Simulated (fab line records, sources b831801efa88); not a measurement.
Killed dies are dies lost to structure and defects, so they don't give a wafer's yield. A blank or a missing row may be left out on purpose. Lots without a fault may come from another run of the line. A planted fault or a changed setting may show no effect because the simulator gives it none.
fab line records | flow gf180mcu
record lots=5 wafers=15 last_day=34
route steps=602 shown SAB@273 SALICIDE@278 CONTACT@287
lots that met no fault: from a run of the same line without faults
start_h: hours from the record's first day to the start of the lot's first wafer shown | wait_h: hours since the lot's step before | " the same as in the row above | L1.1+2: a row that stands for several wafers | - no value, or no start given | * or withheld: withheld | < > ~ a bound
route shown NAME@n: a module of which the file shows steps, and the number in the route of the first | usual: mean/standard deviation of fault-free wafers | same: alike in all rows | chamber/n: place in a boat | sites: the reading at each site | _std_site: their standard deviation | _edge_site: outer sites' mean less inner sites' | radius_mm: how far each site lies from the wafer's centre | mask NAME#n: copy n | behind: the tool/chamber that last shaped the wafer | hold: why the lot was held/for how many hours/how that ended | device: the transistor (n, p or np) that didn't switch | end of line: the same wafers' tests at the end of the route | a step without rows: its recipe alone | killed: dies lost to structure and defects at the first sort, not the wafer's yield | map: a wafer's dies, x killed, . not, _ none there
set.NAME: the setting as run; set.NAME@STEP: as run at that earlier step | model.NAME: the simulator's own value behind a step, which no gauge read
lots at some steps of the route; a table a step, a row a wafer
services: from which hour (start_h, from the record's first day; less than 0 if before it) a tool's chamber was out of use, for how many hours, and why
## steps
# step GF_SAB_CD_MEAS_09
# recipe target_cd_nm=420
# usual cd_nm=420.5/2.4
# columns lot.wafer tool chamber start_h wait_h cd_nm
L074.4 cd_sem-02 - 337.26 0.1 423.8
L074.5 " - " " 422.8
L074.6 " - " " 424.1
L079.1 cd_sem-01 - 376.55 0.1 419.7
L079.2 " - " " 418.3
L079.5 " - " " 420.9
L086.2 cd_sem-01 - 436.47 0.1 419.9
L086.4 " - " " 418.6
L086.5 " - " " 419.7
L095.2 cd_sem-02 - 519.67 0.1 417.4
L095.4 " - " " 416.2
L095.5 " - " " 420.2
L097.1 cd_sem-01 - 530.50 0.1 415.6
L097.2 " - " " 417.1
L097.3 " - " " 417.6
# step GF_SAB_OVL_MEAS_10
# usual SAB_OVL=-0.5/1.3
# columns lot.wafer tool chamber start_h wait_h SAB_OVL[nm]
L074.4 overlay-01 - 337.34 0.1 0.4
L074.5 " - " " 1.3
L074.6 " - " " 0.2
L079.1 overlay-01 - 376.67 0.1 -1.0
L079.2 " - " " -2.1
L079.5 " - " " -0.5
L086.2 overlay-02 - 436.57 0.1 0.8
L086.4 " - " " 1.4
L086.5 " - " " -0.4
L095.2 overlay-02 - 519.78 0.1 0.5
L095.4 " - " " 0.6
L095.5 " - " " 0.7
L097.1 overlay-01 - 530.62 0.1 -0.6
L097.2 " - " " 0.4
L097.3 " - " " 0.3
# step GF_SAB_ETCH_11
# recipe chemistry=C4F8/O2/Ar mask_material=NOVOLAK target=SiO2 target_depth_nm=55 source_w=1500 bias_w=1200 pressure_mtorr=40 c4f8_flow_sccm=withheld O2_flow_sccm=6 Ar_flow_sccm=300 time_s=8.5
# usual oes_product_au=0.997/0.0073
# columns lot.wafer tool chamber start_h wait_h oes_product_au rf_hours_counter_h
L074.4 rie_diel-02 3 337.36 0.0 1.003 38
L074.5 " 3 " " 0.994 -
L074.6 " 2 " " 0.996 -
L079.1 rie_diel-02 3 376.71 0.0 0.992 39
L079.2 " 2 " " 1.005 81
L079.5 " 3 " " 0.989 -
L086.2 rie_diel-04 3 436.60 0.0 0.986 8
L086.4 " 2 " " 1.000 66
L086.5 " 3 " " 0.986 -
L095.2 rie_diel-02 3 519.81 0.0 1.003 43
L095.4 " 1 " " 1.003 51
L095.5 " 3 " " 0.991 -
L097.1 rie_diel-04 2 530.66 0.0 0.990 69
L097.2 " 1 " " 0.984 22
L097.3 " 0 " " 0.995 26
# step GF_SAB_WET_ETCH_12
# recipe chemistry=dHF target_depth_nm=22 dry=n2_spin target=SiO2 temp_c=25 dilution=100:1 time_s=440
# columns lot.wafer tool chamber start_h wait_h
L074.4+5+6 wet_bench-01 2 337.38 0.0
L079.1+2+5 wet_bench-02 2 376.73 0.0
L086.2+4+5 wet_bench-02 1 436.63 0.0
L095.2+4+5 wet_bench-01 1 519.83 0.0
L097.1+2+3 wet_bench-01 2 530.68 0.0
# step GF_SAB_STRIP_13
# recipe chemistry=O2/N2 power_w=1400 pressure_mtorr=1500 platen_temp_c=250 o2_flow_sccm=3000 n2_flow_sccm=300 overash_fraction=0.5
# usual drypump_motor_current_A=5.8/0.39 heater_power_w=328/34 oes_product_au=0.709/0.005 strip_time_to_endpoint_s=12.61/0.031
# columns lot.wafer tool chamber start_h wait_h drypump_motor_current_A heater_power_w oes_product_au rf_hours_counter_h strip_time_to_endpoint_s
L074.4 plasma_asher-02 0 337.54 0.0 5.4 292 0.708 - 12.56
L074.5 " 0 " " 5.4 288 0.715 - 12.56
L074.6 " 1 " " 5.9 389 0.702 - 12.59
L079.1 plasma_asher-03 1 376.86 0.0 5.9 338 0.704 69 12.57
L079.2 " 0 " " 6.5 320 0.714 69 12.54
L079.5 " 1 " " 5.9 340 0.710 - 12.57
L086.2 plasma_asher-03 1 436.76 0.0 5.9 342 0.718 1 12.60
L086.4 " 0 " " 6.5 322 0.709 - 12.64
L086.5 " 0 " " 6.5 320 0.714 - 12.60
L095.2 plasma_asher-02 0 519.96 0.0 5.4 297 0.702 40 12.62
L095.4 " 1 " " 5.8 374 0.711 - 12.58
L095.5 " 1 " " 5.8 373 0.705 - 12.61
L097.1 plasma_asher-04 1 530.81 0.0 5.4 281 0.701 74 12.57
L097.2 " 0 " " 5.5 357 0.715 74 12.57
L097.3 " 1 " " 5.5 288 0.710 - 12.58
# step GF_SALICIDE_CLEAN_00
# recipe chemistry=SC1/SC2 mix=1:4:20 temp_c=70 time_s=150
# columns lot.wafer tool chamber start_h wait_h
L074.4+5+6 wet_bench-02 1 337.61 0.0
L079.1+2+5 wet_bench-01 1 376.96 0.1
L086.2+4+5 wet_bench-04 1 436.86 0.1
L095.2+4+5 wet_bench-04 0 520.06 0.1
L097.1+2+3 wet_bench-04 1 530.91 0.1
# step GF_SALICIDE_WET_ETCH_01
# recipe chemistry=dHF target_depth_nm=5 dry=ipa_marangoni target=SiO2 temp_c=25 dilution=100:1 time_s=100
# columns lot.wafer tool chamber start_h wait_h
L074.4+5+6 wet_bench-01 2 337.66 0.0
L079.1+2+5 wet_bench-02 2 377.01 0.0
L086.2+4+5 wet_bench-01 0 436.91 0.0
L095.2+4+5 wet_bench-02 0 520.11 0.0
L097.1+2+3 wet_bench-02 1 530.96 0.0
# step GF_SALICIDE_SPUTTER_02
# recipe material=Co target_thk_nm=10 power_w=1000 time_s=20 chamber_pressure_pa=0.4
# usual throttle_valve_pct=29.9/1.4
# columns lot.wafer tool chamber start_h wait_h throttle_valve_pct
L074.4 pvd_sputter-01 - 337.69 0.0 29.1
L074.5 " - " " 31.7
L074.6 " - " " 29.4
L079.1 pvd_sputter-04 - 377.05 0.0 29.6
L079.2 " - " " 29.8
L079.5 " - " " 27.1
L086.2 pvd_sputter-01 - 436.94 0.0 31.3
L086.4 " - " " 29.6
L086.5 " - " " 29.2
L095.2 pvd_sputter-01 - 520.15 0.0 29.3
L095.4 " - " " 31.4
L095.5 " - " " 31.5
L097.1 pvd_sputter-03 - 531.00 0.0 29.1
L097.2 " - " " 30.7
L097.3 " - " " 32.5
# step GF_SALICIDE_SPUTTER_03
# recipe material=TiN target_thk_nm=20 power_w=6500 time_s=16.7 chamber_pressure_pa=0.4
# usual throttle_valve_pct=29.9/1.4
# columns lot.wafer tool chamber start_h wait_h throttle_valve_pct
L074.4 pvd_sputter-01 - 337.72 0.0 29.4
L074.5 " - " " 31.4
L074.6 " - " " 29.3
L079.1 pvd_sputter-04 - 377.08 0.0 29.8
L079.2 " - " " 29.6
L079.5 " - " " 27.0
L086.2 pvd_sputter-01 - 436.97 0.0 31.5
L086.4 " - " " 29.4
L086.5 " - " " 29.4
L095.2 pvd_sputter-01 - 520.17 0.0 29.5
L095.4 " - " " 31.4
L095.5 " - " " 31.4
L097.1 pvd_sputter-03 - 531.02 0.0 29.2
L097.2 " - " " 30.8
L097.3 " - " " 32.2
# step GF_SALICIDE_RS_MEAS_04
# recipe thk_meas_gauge=four-point-probe reads=TiN_of_SALICIDE_SPUTTER_03+Co_of_SALICIDE_SPUTTER_02
# usual SALICIDE_TIN_RS=16.3/0.33
# columns lot.wafer tool chamber start_h wait_h SALICIDE_TIN_RS[ohm/sq]
L074.4 film_metro-01 - 337.81 0.1 16.6
L074.5 " - " " 16.2
L074.6 " - " " 16.6
L079.1 film_metro-02 - 377.10 0.0 16.7
L079.2 " - " " 16.3
L079.5 " - " " 16.3
L086.2 film_metro-04 - 437.02 0.0 16.7
L086.4 " - " " 16.6
L086.5 " - " " 16.8
L095.2 film_metro-01 - 520.22 0.0 16.6
L095.4 " - " " 16.7
L095.5 " - " " 16.5
L097.1 film_metro-02 - 531.05 0.0 16.2
L097.2 " - " " 16.2
L097.3 " - " " 16.2
# step GF_SALICIDE_THK_MEAS_05
# recipe thk_meas_gauge=xrf reads=TiN_of_SALICIDE_SPUTTER_03
# usual SALICIDE_TIN_THK=20.04/0.25
# columns lot.wafer tool chamber start_h wait_h SALICIDE_TIN_THK[nm]
L074.4 film_metro-01 - 337.90 0.1 19.96
L074.5 " - " " 19.85
L074.6 " - " " 19.67
L079.1 film_metro-02 - 377.22 0.1 19.48
L079.2 " - " " 19.43
L079.5 " - " " 19.49
L086.2 film_metro-04 - 437.13 0.1 20.06
L086.4 " - " " 19.94
L086.5 " - " " 19.86
L095.2 film_metro-01 - 520.33 0.1 20.24
L095.4 " - " " 20.05
L095.5 " - " " 19.88
L097.1 film_metro-02 - 531.17 0.1 19.87
L097.2 " - " " 19.78
L097.3 " - " " 19.79
# step GF_SALICIDE_RTA_06
# recipe temp_c=530 time_s=30 ambient=N2
# usual lamp_power_pct=6.06/0.082 wafer_temp_C_max=532.5/0.62
# columns lot.wafer tool chamber start_h wait_h lamp_power_pct wafer_temp_C_max
L074.4 rtp_anneal-01 0 337.98 0.1 6.02 532.4
L074.5 " 0 " " 6.01 533.2
L074.6 " 0 " " 6.02 532.3
L079.1 rtp_anneal-02 0 377.28 0.1 6.19 532.3
L079.2 " 0 " " 6.20 532.0
L079.5 " 0 " " 6.20 532.4
L086.2 rtp_anneal-02 0 437.19 0.1 6.20 531.8
L086.4 " 0 " " 6.20 531.7
L086.5 " 0 " " 6.19 532.5
L095.2 rtp_anneal-01 0 520.40 0.1 6.01 532.7
L095.4 " 0 " " 6.02 533.0
L095.5 " 0 " " 6.01 533.0
L097.1 rtp_anneal-01 0 531.23 0.1 6.01 532.8
L097.2 " 0 " " 6.02 531.7
L097.3 " 0 " " 6.01 532.1
# step GF_SALICIDE_WET_ETCH_07
# recipe chemistry=SPM target_depth_nm=120 dry=n2_spin
# columns lot.wafer tool chamber start_h wait_h
L074.4+5+6 wet_bench-02 1 338.03 0.0
L079.1+2+5 wet_bench-01 2 377.38 0.1
L086.2+4+5 wet_bench-02 2 437.28 0.1
L095.2+4+5 wet_bench-04 1 520.48 0.1
L097.1+2+3 wet_bench-01 2 531.33 0.1
# step GF_SALICIDE_RTA_08
# recipe temp_c=800 time_s=30 ambient=N2
# usual lamp_power_pct=17.06/0.24 wafer_temp_C_max=803.4/0.84
# columns lot.wafer tool chamber start_h wait_h lamp_power_pct wafer_temp_C_max
L074.4 rtp_anneal-02 0 338.17 0.1 17.20 803.1
L074.5 " 0 " " 17.22 803.0
L074.6 " 0 " " 17.23 803.0
L079.1 rtp_anneal-01 0 377.47 0.0 16.71 803.6
L079.2 " 0 " " 16.66 804.1
L079.5 " 0 " " 16.69 804.7
L086.2 rtp_anneal-01 0 437.38 0.0 16.70 804.2
L086.4 " 0 " " 16.68 804.6
L086.5 " 0 " " 16.72 805.2
L095.2 rtp_anneal-02 0 520.59 0.0 17.24 802.1
L095.4 " 0 " " 17.24 802.2
L095.5 " 0 " " 17.21 802.5
L097.1 rtp_anneal-02 0 531.42 0.0 17.25 803.3
L097.2 " 0 " " 17.22 803.1
L097.3 " 0 " " 17.21 802.3
# step GF_CONTACT_CVD_00
# recipe material=SiO2 target_thk_nm=300 sigma_open_frac=0.3 temp_c=400 time_s=50 sih4_flow_sccm=60 pressure_mtorr=6
# usual sih4_flow_sccm=60.00/0.18 susceptor_temp_C=399.99/0.21
# columns lot.wafer tool chamber start_h wait_h sih4_flow_sccm susceptor_temp_C
L074.4 hdpcvd-02 2 338.24 0.1 60.03 399.98
L074.5 " 1 " " 60.26 399.98
L074.6 " 0 " " 59.90 399.95
L079.1 hdpcvd-01 2 377.57 0.1 60.01 399.86
L079.2 " 1 " " 59.88 400.04
L079.5 " 0 " " 59.90 400.02
L086.2 hdpcvd-02 2 437.47 0.1 60.05 400.06
L086.4 " 2 " " 59.94 400.13
L086.5 " 1 " " 60.12 400.26
L095.2 hdpcvd-01 2 520.67 0.1 59.75 400.23
L095.4 " 2 " " 59.78 400.14
L095.5 " 1 " " 59.80 399.85
L097.1 hdpcvd-02 1 531.52 0.1 60.06 399.98
L097.2 " 2 " " 60.36 399.85
L097.3 " 0 " " 59.92 400.37
# step GF_CONTACT_THK_MEAS_01
# recipe reads=SiO2_of_CONTACT_CVD_00
# usual CONTACT_CVD_00_THK=300.5/2.9
# columns lot.wafer tool chamber start_h wait_h CONTACT_CVD_00_THK[nm]
L074.4 film_metro-04 - 338.29 0.0 302.8
L074.5 " - " " 300.8
L074.6 " - " " 299.1
L079.1 film_metro-03 - 377.62 0.0 297.2
L079.2 " - " " 297.3
L079.5 " - " " 300.2
L086.2 film_metro-02 - 437.52 0.0 307.0
L086.4 " - " " 302.0
L086.5 " - " " 302.3
L095.2 film_metro-04 - 520.73 0.0 298.0
L095.4 " - " " 301.6
L095.5 " - " " 301.0
L097.1 film_metro-02 - 531.57 0.0 298.9
L097.2 " - " " 300.3
L097.3 " - " " 298.0
# step GF_CONTACT_CVD_02
# recipe material=SiO2 target_thk_nm=860 precursor=TEOS temp_c=400 time_s=95.992 rf_w=600
# usual heater_power_w=632/72 susceptor_temp_C=400.02/0.23
# columns lot.wafer tool chamber start_h wait_h heater_power_w susceptor_temp_C
L074.4 pecvd-02 2 338.36 0.1 593 400.32
L074.5 " 0 " " 497 399.87
L074.6 " 1 " " 629 399.83
L079.1 pecvd-03 0 377.68 0.1 707 400.09
L079.2 " 2 " " 666 400.19
L079.5 " 0 " " 736 400.45
L086.2 pecvd-01 1 437.57 0.0 651 400.17
L086.4 " 0 " " 742 400.06
L086.5 " 1 " " 525 399.89
L095.2 pecvd-01 1 520.78 0.0 565 399.84
L095.4 " 2 " " 692 400.32
L095.5 " 1 " " 615 400.10
L097.1 pecvd-03 1 531.63 0.1 769 399.49
L097.2 " 0 " " 711 400.10
L097.3 " 2 " " 597 400.31
# step GF_CONTACT_THK_MEAS_03
# recipe reads=SiO2_of_CONTACT_CVD_02
# usual CONTACT_CVD_02_THK=858/12
# columns lot.wafer tool chamber start_h wait_h CONTACT_CVD_02_THK[nm]
L074.4 film_metro-03 - 338.42 0.0 862
L074.5 " - " " 869
L074.6 " - " " 865
L079.1 film_metro-04 - 377.75 0.0 841
L079.2 " - " " 846
L079.5 " - " " 865
L086.2 film_metro-03 - 437.65 0.0 850
L086.4 " - " " 855
L086.5 " - " " 864
L095.2 film_metro-02 - 520.86 0.0 861
L095.4 " - " " 865
L095.5 " - " " 873
L097.1 film_metro-04 - 531.70 0.0 849
L097.2 " - " " 840
L097.3 " - " " 842
# step GF_CONTACT_CMP_04
# recipe material=SiO2 down_force_psi=4 platen_rpm=60 pad_velocity_m_s=0.94248
# usual motor_current_A=11.6/1.2 time_to_endpoint_s=110/5
# columns lot.wafer tool chamber start_h wait_h motor_current_A time_to_endpoint_s
L074.4 cmp-01 3 338.45 0.0 10.5 117
L074.5 " 3 " " 10.7 119
L074.6 " 0 " " 12.0 116
L079.1 cmp-02 3 377.81 0.1 11.8 99
L079.2 " 0 " " 11.0 98
L079.5 " 0 " " 11.3 105
L086.2 cmp-02 2 437.70 0.0 14.2 99
L086.4 " 0 " " 10.7 104
L086.5 " 3 " " 11.8 108
L095.2 cmp-02 2 520.96 0.1 14.4 106
L095.4 " 0 " " 10.1 113
L095.5 " 2 " " 14.0 113
L097.3 cmp-01 1 531.76 0.0 11.8 105
L097.1 " 3 " " 11.0 112
L097.2 " 0 " " 12.2 107
# step GF_CONTACT_BOW_MEAS_05
# recipe mode=bow
# usual CONTACT_BOW=65/6.3
# columns lot.wafer tool chamber start_h wait_h CONTACT_BOW[um]
L074.4 film_metro-04 - 338.81 0.3 69
L074.5 " - " " 64
L074.6 " - " " 71
L079.1 film_metro-04 - 378.11 0.2 60
L079.2 " - " " 61
L079.5 " - " " 67
L086.2 film_metro-02 - 438.02 0.3 66
L086.4 " - " " 71
L086.5 " - " " 75
L095.2 film_metro-02 - 521.23 0.2 71
L095.4 " - " " 65
L095.5 " - " " 67
L097.1 film_metro-03 - 532.06 0.1 74
L097.2 " - " " 80
L097.3 " - " " 69
# step GF_CONTACT_DEHYDRATE_06
# recipe temp_c=200 time_s=60
# usual plate_temp_C=199.98/0.16
# columns lot.wafer tool chamber start_h wait_h plate_temp_C
L074.4 litho_track-02 0 348.98 10.1 200.19
L074.5 " 0 " " 200.09
L074.6 " 0 " " 200.12
L079.1 litho_track-02 0 388.80 10.7 200.16
L079.2 " 0 " " 199.97
L079.5 " 0 " " 199.87
L086.2 litho_track-01 0 449.47 11.4 199.85
L086.4 " 0 " " 199.87
L086.5 " 0 " " 199.80
L095.2 litho_track-01 0 532.07 10.8 200.36
L095.4 " 0 " " 199.74
L095.5 " 0 " " 200.29
L097.1 litho_track-04 0 543.30 11.2 199.88
L097.2 " 0 " " 200.12
L097.3 " 0 " " 200.11
# step GF_CONTACT_HMDS_07
# recipe prime_time_s=60 prime_temp_c=120
# columns lot.wafer tool chamber start_h wait_h
L074.4+5+6 litho_track-02 0 349.13 0.1
L079.1+2+5 litho_track-02 0 388.95 0.1
L086.2+4+5 litho_track-01 0 449.62 0.1
L095.2+4+5 litho_track-01 0 532.22 0.1
L097.1+2+3 litho_track-04 0 543.45 0.1
# step GF_CONTACT_COAT_08
# recipe resist=BARC temp_c=withheld time_s=withheld spin_rpm=withheld resist_thk_nm=withheld
# columns lot.wafer tool chamber start_h wait_h
L074.4+5+6 litho_track-02 0 349.28 0.1
L079.1+2+5 litho_track-02 0 389.10 0.1
L086.2+4+5 litho_track-01 0 449.77 0.1
L095.2+4+5 litho_track-01 0 532.37 0.1
L097.1+2+3 litho_track-04 0 543.60 0.1
# step GF_CONTACT_COAT_09
# recipe resist=KrF spin_rpm=withheld resist_thk_nm=1000
# columns lot.wafer tool chamber start_h wait_h
L074.4+5+6 litho_track-02 0 - -
L079.1+2+5 litho_track-02 0 - -
L086.2+4+5 litho_track-01 0 - -
L095.2+4+5 litho_track-01 0 - -
L097.1+2+3 litho_track-04 0 - -
# step GF_CONTACT_SOFTBAKE_10
# recipe temp_c=130 time_s=60 resist=KrF
# usual plate_temp_C=130.02/0.12
# columns lot.wafer tool chamber start_h wait_h plate_temp_C
L074.4 litho_track-02 0 - - 130.10
L074.5 " 0 " " 129.94
L074.6 " 0 " " 129.86
L079.1 litho_track-02 0 - - 130.02
L079.2 " 0 " " 129.90
L079.5 " 0 " " 130.11
L086.2 litho_track-01 0 - - 129.85
L086.4 " 0 " " 129.84
L086.5 " 0 " " 129.69
L095.2 litho_track-01 0 - - 129.94
L095.4 " 0 " " 130.00
L095.5 " 0 " " 129.89
L097.1 litho_track-04 0 - - 129.85
L097.2 " 0 " " 129.98
L097.3 " 0 " " 129.88
# step GF_CONTACT_EXPOSE_11
# recipe mask_id=Contact target_cd_nm=220 na=0.68 source_shape=conventional sigma_outer=0.6 dose_mj=38
# columns lot.wafer tool chamber start_h wait_h mask
L074.4+5+6 krf_scanner-02 0 - - Contact#0
L079.1+2+5 krf_scanner-01 0 - - Contact#0
L086.2+4+5 krf_scanner-02 0 - - Contact#0
L095.2+4+5 krf_scanner-02 0 - - Contact#0
L097.1+2+3 krf_scanner-02 0 - - Contact#0
# step GF_CONTACT_PEB_12
# recipe peb_temp_c=135 peb_time_s=90 resist=KrF
# usual plate_temp_C=135.01/0.15
# columns lot.wafer tool chamber start_h wait_h plate_temp_C
L074.4 litho_track-04 0 - - 135.07
L074.5 " 0 " " 134.96
L074.6 " 0 " " 135.11
L079.1 litho_track-02 0 - - 135.11
L079.2 " 0 " " 135.08
L079.5 " 0 " " 135.05
L086.2 litho_track-01 0 - - 135.00
L086.4 " 0 " " 134.90
L086.5 " 0 " " 135.18
L095.2 litho_track-02 0 - - 135.03
L095.4 " 0 " " 135.07
L095.5 " 0 " " 135.05
L097.1 litho_track-04 0 - - 134.95
L097.2 " 0 " " 134.53
L097.3 " 0 " " 134.76
# step GF_CONTACT_DEVELOP_13
# recipe develop_time_s=60 resist=KrF dev_temp_c=21
# same develop_time_s=60
# columns lot.wafer tool chamber start_h wait_h
L074.4+5+6 litho_track-04 0 360.18 0.1
L079.1+2+5 litho_track-02 0 400.30 0.2
L086.2+4+5 litho_track-01 0 461.77 0.2
L095.2+4+5 litho_track-02 0 544.02 0.2
L097.1+2+3 litho_track-04 0 554.35 0.2
# step GF_CONTACT_CD_MEAS_14
# recipe target_cd_nm=220
# usual cd_nm=220.0/1.6
# columns lot.wafer tool chamber start_h wait_h cd_nm
L074.4 cd_sem-02 - 360.31 0.1 221.8
L074.5 " - " " 221.9
L074.6 " - " " 220.6
L079.1 cd_sem-02 - 400.45 0.1 221.8
L079.2 " - " " 220.9
L079.5 " - " " 221.1
L086.2 cd_sem-02 - 461.92 0.1 219.9
L086.4 " - " " 219.3
L086.5 " - " " 218.8
L095.2 cd_sem-01 - 544.17 0.1 219.1
L095.4 " - " " 219.7
L095.5 " - " " 218.9
L097.1 cd_sem-02 - 554.50 0.1 221.4
L097.2 " - " " 221.0
L097.3 " - " " 220.6
# step GF_CONTACT_OVL_MEAS_15
# usual CONTACT_OVL=-2/6
# columns lot.wafer tool chamber start_h wait_h CONTACT_OVL[nm]
L074.4 overlay-02 - 360.39 0.1 6
L074.5 " - " " -2
L074.6 " - " " 5
L079.1 overlay-01 - 400.57 0.1 2
L079.2 " - " " -5
L079.5 " - " " 1
L086.2 overlay-02 - 462.02 0.1 -2
L086.4 " - " " -1
L086.5 " - " " -2
L095.2 overlay-01 - 544.27 0.1 -6
L095.4 " - " " 3
L095.5 " - " " 1
L097.1 overlay-02 - 554.62 0.1 -4
L097.2 " - " " -2
L097.3 " - " " -4
# step GF_CONTACT_ETCH_16
# recipe chemistry=N2/H2 target_depth_a=withheld overetch_a=withheld time_s=withheld target=BARC ion_energy_ev=200 source_w=500 bias_w=100 pressure_mtorr=30 n2_flow_sccm=100 h2_flow_sccm=200
# usual drypump_motor_current_A=5.8/0.33 oes_product_au=0.854/0.0049 throttle_valve_pct=13.225/0.0098
# columns lot.wafer tool chamber start_h wait_h drypump_motor_current_A oes_product_au throttle_valve_pct
L074.4 rie_diel-02 3 360.41 0.0 5.6 0.861 13.229
L074.5 " 1 " " 6.3 0.853 13.225
L074.6 " 0 " " 5.7 0.852 13.239
L079.1 rie_diel-03 0 400.61 0.0 5.8 0.863 13.218
L079.2 " 2 " " 5.6 0.857 13.239
L079.5 " 0 " " 5.8 0.856 13.241
L086.2 rie_diel-03 3 462.05 0.0 5.7 0.850 13.206
L086.4 " 2 " " 5.6 0.849 13.220
L086.5 " 2 " " 5.6 0.859 13.238
L095.2 rie_diel-04 0 544.30 0.0 5.4 0.853 13.219
L095.4 " 3 " " 5.4 0.851 13.237
L095.5 " 3 " " 5.4 0.853 13.220
L097.1 rie_diel-02 3 554.66 0.0 5.5 0.849 13.248
L097.2 " 1 " " 6.4 0.853 13.212
L097.3 " 0 " " 5.7 0.842 13.212
# step GF_CONTACT_ETCH_17
# recipe chemistry=C4F8/O2/Ar mask_material=KrF target=SiO2 stop_on=CoSi2 source_w=1500 bias_w=1200 pressure_mtorr=40 c4f8_flow_sccm=withheld O2_flow_sccm=6 Ar_flow_sccm=300 time_s=withheld target_depth_a=8600
# usual oes_product_au=0.815/0.0049
# columns lot.wafer tool chamber start_h wait_h oes_product_au
L074.4 rie_diel-02 3 - - 0.821
L074.5 " 1 " " 0.816
L074.6 " 0 " " 0.817
L079.1 rie_diel-03 0 - - 0.814
L079.2 " 2 " " 0.812
L079.5 " 0 " " 0.818
L086.2 rie_diel-03 3 - - 0.813
L086.4 " 2 " " 0.818
L086.5 " 2 " " 0.810
L095.2 rie_diel-04 0 - - 0.804
L095.4 " 3 " " 0.809
L095.5 " 3 " " 0.807
L097.1 rie_diel-02 3 - - 0.815
L097.2 " 1 " " 0.825
L097.3 " 0 " " 0.804
# step GF_CONTACT_STRIP_18
# recipe chemistry=O2/N2 power_w=1400 pressure_mtorr=1500 platen_temp_c=250 o2_flow_sccm=3000 n2_flow_sccm=300 overash_fraction=0.5
# usual drypump_motor_current_A=5.9/0.41 heater_power_w=337/30 oes_product_au=0.580/0.0048
# columns lot.wafer tool chamber start_h wait_h drypump_motor_current_A heater_power_w oes_product_au rf_hours_counter_h
L074.4 plasma_asher-03 1 360.61 - 5.9 338 0.582 -
L074.5 " 1 " " 5.9 338 0.587 -
L074.6 " 0 " " 6.5 317 0.569 -
L079.1 plasma_asher-01 1 400.77 - 5.5 311 0.582 79
L079.2 " 0 " " 6.3 367 0.579 79
L079.5 " 0 " " 6.3 360 0.588 -
L086.2 plasma_asher-01 1 462.22 - 5.4 302 0.588 87
L086.4 " 1 " " 5.4 324 0.578 -
L086.5 " 0 " " 6.3 372 0.580 -
L095.2 plasma_asher-01 1 544.47 - 5.5 314 0.581 96
L095.4 " 0 " " 6.3 366 0.577 -
L095.5 " 1 " " 5.5 317 0.577 -
L097.1 plasma_asher-02 0 554.82 - 5.4 297 0.580 44
L097.2 " 1 " " 5.9 377 0.582 44
L097.3 " 1 " " 5.8 379 0.583 -
# step GF_CONTACT_CLEAN_19
# recipe chemistry=SPM
# columns lot.wafer tool chamber start_h wait_h
L074.4+5+6 wet_bench-02 3 360.67 0.0
L079.1+2+5 wet_bench-04 1 400.87 0.1
L086.2+4+5 wet_bench-02 0 462.32 0.1
L095.2+4+5 wet_bench-02 1 544.57 0.1
L097.1+2+3 wet_bench-02 0 554.92 0.1
# step GF_CONTACT_CLEAN_20
# recipe chemistry=DIW
# columns lot.wafer tool chamber start_h wait_h
L074.4+5+6 wet_bench-03 0 360.77 0.0
L079.1+2+5 wet_bench-02 3 400.96 0.0
L086.2+4+5 wet_bench-03 0 462.41 0.0
L095.2+4+5 wet_bench-04 2 544.66 0.0
L097.1+2+3 wet_bench-04 3 555.01 0.0
# step GF_CONTACT_CLEAN_21
# recipe chemistry=dHF time_s=20 dilution=100:1 dry=ipa_marangoni
# columns lot.wafer tool chamber start_h wait_h
L074.4+5+6 wet_bench-02 1 360.86 0.0
L079.1+2+5 wet_bench-04 0 401.06 0.0
L086.2+4+5 wet_bench-04 2 462.50 0.0
L095.2+4+5 wet_bench-02 1 544.75 0.0
L097.1+2+3 wet_bench-03 2 555.10 0.0
# step GF_CONTACT_SPUTTER_22
# recipe material=Ti target_thk_nm=15 chamber_pressure_pa=5 power_w=2500 substrate_temp_c=200 time_s=80.02
# usual substrate_temp_c=200.00/0.15 throttle_valve_pct=29.4/1
# columns lot.wafer tool chamber start_h wait_h substrate_temp_c throttle_valve_pct
L074.4 pvd_sputter-02 - 360.87 0.0 200.24 30.0
L074.5 " - " " 199.95 28.9
L074.6 " - " " 200.10 29.8
L079.1 pvd_sputter-04 - 401.08 0.0 199.80 29.9
L079.2 " - " " 200.05 29.7
L079.5 " - " " 200.14 29.7
L086.2 pvd_sputter-01 - 462.51 0.0 199.67 31.6
L086.4 " - " " 200.04 29.6
L086.5 " - " " 200.04 31.0
L095.2 pvd_sputter-04 - 544.76 0.0 199.99 29.6
L095.4 " - " " 200.40 27.0
L095.5 " - " " 200.10 29.7
L097.1 pvd_sputter-02 - 555.12 0.0 200.09 29.8
L097.2 " - " " 199.68 29.0
L097.3 " - " " 200.04 29.2
# step GF_CONTACT_SPUTTER_23
# recipe material=TiN target_thk_nm=10 chamber_pressure_pa=5 power_w=4000 time_s=40
# usual throttle_valve_pct=29.4/1
# columns lot.wafer tool chamber start_h wait_h throttle_valve_pct
L074.4 pvd_sputter-02 - 360.93 0.0 29.6
L074.5 " - " " 29.0
L074.6 " - " " 30.0
L079.1 pvd_sputter-04 - 401.14 0.0 29.9
L079.2 " - " " 30.0
L079.5 " - " " 29.6
L086.2 pvd_sputter-01 - 462.58 0.0 31.3
L086.4 " - " " 29.3
L086.5 " - " " 31.2
L095.2 pvd_sputter-04 - 544.83 0.0 29.8
L095.4 " - " " 26.8
L095.5 " - " " 29.7
L097.1 pvd_sputter-02 - 555.18 0.0 29.8
L097.2 " - " " 28.8
L097.3 " - " " 29.2
## services
# columns tool chamber start_h hours kind
rie_diel-02 1 315.15 16.2 repair
krf_scanner-02 - 327.29 1.3 pm
pvd_sputter-02 - 331.38 26.3 repair
rie_diel-02 1 340.77 2.7 repair
rie_diel-03 0 370.32 4.8 repair
pvd_sputter-02 - 382.49 5.9 repair
pvd_sputter-02 - 383.18 3.0 repair
rie_diel-03 - 397.13 2.8 pm
krf_scanner-02 - 405.33 1.0 pm
rtp_anneal-01 - 408.73 6.3 pm
krf_scanner-02 - 410.60 0.8 pm
rie_diel-03 0 423.73 8.8 repair
rie_diel-04 1 424.83 3.0 repair
pvd_sputter-04 - 425.33 1.9 repair
pvd_sputter-04 - 430.71 8.8 repair
pvd_sputter-01 - 445.57 2.4 repair
pvd_sputter-02 - 467.18 2.4 repair
pvd_sputter-02 - 478.89 2.5 repair
rie_diel-03 3 487.02 3.9 repair
rie_diel-02 - 494.99 0.7 repair
pvd_sputter-02 - 497.58 1.7 repair
krf_scanner-02 - 503.17 1.3 pm
rie_diel-03 1 504.06 9.3 repair
rie_diel-02 - 539.63 2.8 pm
## key
fault none
